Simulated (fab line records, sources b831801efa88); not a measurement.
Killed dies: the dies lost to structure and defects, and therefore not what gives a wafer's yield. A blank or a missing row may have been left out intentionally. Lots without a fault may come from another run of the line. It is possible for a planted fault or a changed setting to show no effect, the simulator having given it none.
Struck lot and sound lot, side by side	flow gf180mcu	15 steps out of a route of 602
Sound: the wafers L755.1, L755.3, L755.4. Struck: wafer L769.6. At the end, the cause is stated.
For every step that has rows: the tool of each side, followed by ch and its chambers, followed by its first start. Under that, the readings that differ: sound wafers	struck wafers	difference of the means	sigmas: that difference in standard deviations of wafers without a fault.
alike: same words and numbers on both sides, and readings whose means sit less than 2 such deviations apart. not compared: any withheld reading, any reading some wafer has no value for, any bound like >300 that may hide the same value, and any number with overlapping values for which the record gives no deviation.
The two part at a step that has a row with sigmas, a row that says differs or no value, or rows on one side only. Non-overlapping numbers with no deviation appear without sigmas and do not part them. A reading missing from all wafers of one side parts the sides only when that side holds two or more wafers.

GF_V1_CD_MEAS_14 targets a cd of 260 nm.
  sound on cd-sem-02, day 19 01:17; struck on cd-sem-01, day 24 02:13
reading	sound	struck	difference	sigmas
cd-nm (nm)	259.9 260.3 260.2	263.5	+3.4	+3
GF_V1_OVL_MEAS_15:
  sound on overlay-01, day 19 01:25; struck on overlay-01, day 24 02:16
  alike: V1_OVL
GF_V1_ETCH_16: etches BARC in N2/H2.
  sound on rie-diel-02 ch 0,2,3, day 19 01:26; struck on rie-diel-03 ch 3, day 24 02:17
  alike: drypump-motor-current-A, oes-product-au, throttle-valve-pct
then, 1 step without rows for these wafers: GF_V1_ETCH_17 (etches SiO2 in C4F8/O2/Ar, stops on TiN, target depth 630 nm).
GF_V1_STRIP_18: strips in O2/N2.
  sound on plasma-asher-01 ch 0,1, day 19 01:34; struck on plasma-asher-01 ch 0, day 24 02:28
  alike: drypump-motor-current-A, heater-power-w, oes-product-au
  not compared: rf-hours-counter-h
then, 3 steps without rows for these wafers: GF_V1_STRIP_19 (strips in post etch residue remover, time 1200 s); GF_V1_CLEAN_20 (cleans in DIW); GF_V1_SPUTTER_21 (material Ti, target thk 15 nm, time 80.02 s).
GF_V1_SPUTTER_22: material TiN, target thk 10 nm, time 40 s.
  sound on pvd-sputter-02, day 19 02:10; struck on pvd-sputter-04, day 24 03:01
  alike: throttle-valve-pct
GF_V1_CVD_23: deposits W, target thk 350 nm, time 105.05 s.
  sound on cvd-w-02 ch 0,1, day 19 02:12; struck on cvd-w-02 ch 1, day 24 03:07
  alike: heater-power-w
GF_V1_RS_MEAS_24: measurement is done with a four-point probe.
  sound on film-metro-03, day 19 02:19; struck on film-metro-01, day 24 03:15
  alike: V1_W_RS
GF_V1_THK_MEAS_25: measures by xrf.
  sound on film-metro-03, day 19 02:26; struck on film-metro-01, day 24 03:19
  alike: V1_W_THK
GF_V1_CMP_26: polishes, stops on SiO2, t overpolish 15 s, target thk 0 nm.
  sound on cmp-01 ch 0,1,2, day 19 02:30; struck on cmp-01 ch 2, day 24 03:32
reading	sound	struck	difference	sigmas
overpolish-run-s (s)	15.007 14.993 15.013	0.041	-14.963	-99 or more
time-to-endpoint-s (s)	76 82 79	129	+50	+14
  alike: motor-current-A
GF_M2_SPUTTER_00: material Ti, target thk 37.5 nm, time 150 s.
  the record has rows for the sound wafers here (pvd-sputter-04, day 19 02:48) and none for the struck ones
GF_PASSIVATION_PROBE_99:
  the record has rows for the sound wafers here (prober-02, day 29 16:49) and none for the struck ones

WHERE THEY PART
First at GF_V1_CD_MEAS_14; last, within this record, at GF_PASSIVATION_PROBE_99.

WHY: what had been put in by the simulator
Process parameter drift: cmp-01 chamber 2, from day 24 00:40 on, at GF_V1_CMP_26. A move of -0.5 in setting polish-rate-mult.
